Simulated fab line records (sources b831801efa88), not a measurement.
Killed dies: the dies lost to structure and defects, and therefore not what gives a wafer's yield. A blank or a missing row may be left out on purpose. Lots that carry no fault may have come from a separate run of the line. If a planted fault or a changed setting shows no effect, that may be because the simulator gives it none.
Which tool is to blame? | flow sky130 | 6 lots with 18 wafers sampled at 2 steps, on a route of 708 steps

== WHAT THE GAUGES SHOWED, per wafer ==
SKY_SD_N_CD_MEAS_07 targets a cd of 380 nm.
lot  | measured     | on        | cd-nm (nm)
L402 | day 30 03:22 | cd-sem-02 | 423 421 424
L401 | day 30 07:13 | cd-sem-01 | 421 419 418
L407 | day 32 04:07 | cd-sem-02 | 380 378 378
L415 | day 33 16:22 | cd-sem-01 | 382 382 381
L416 | day 34 07:35 | cd-sem-02 | 382 382 382
L419 | day 35 00:04 | cd-sem-01 | 387 385 386

== EACH LOT AND THE TOOL THAT RAN IT (in order: tool; ch and the chambers of the sampled wafers; start) ==
lot  | SKY_SD_N_COAT_02
L402 | litho-track-03 ch 0, day 29 13:04
L401 | litho-track-03 ch 0, day 29 17:07
L407 | litho-track-01 ch 0, day 31 14:44
L415 | litho-track-03 ch 0, day 33 02:31
L416 | litho-track-04 ch 0, day 33 18:50
L419 | litho-track-04 ch 0, day 34 10:19
- SKY_SD_N_COAT_02: resist thk 1140 nm.

== THE ANSWER, worked out from the rows above alone ==
Rule: the usual values come from the lots themselves. The widest of any qualifying gaps counts: lots, ordered by their means at a reading, are off when they make up no more than a third of the lots, leave a main group of 4 or more, and stand apart from it by 3 or more times the standard deviation of that group's means. A main group is skipped when, at the precision printed for the reading in the tables above, its means are all equal. A lot without any number at a reading at which 4 lots or more have one is off too. Where the step has rows for the other lots, those lots are counted as sound.
Off, at SKY_SD_N_CD_MEAS_07 on cd-nm: L402, L401. The main group: mean 382 nm, standard deviation 2.6.
A tool fits if, at a process step before that reading, it ran every lot that is off, and no sound lot after the first of them. Gauges at SKY_SD_N_CD_MEAS_07: tried the same way as those tools. Not one of the candidates tried fits.

== WHAT THE SIMULATOR HAD PUT IN ==
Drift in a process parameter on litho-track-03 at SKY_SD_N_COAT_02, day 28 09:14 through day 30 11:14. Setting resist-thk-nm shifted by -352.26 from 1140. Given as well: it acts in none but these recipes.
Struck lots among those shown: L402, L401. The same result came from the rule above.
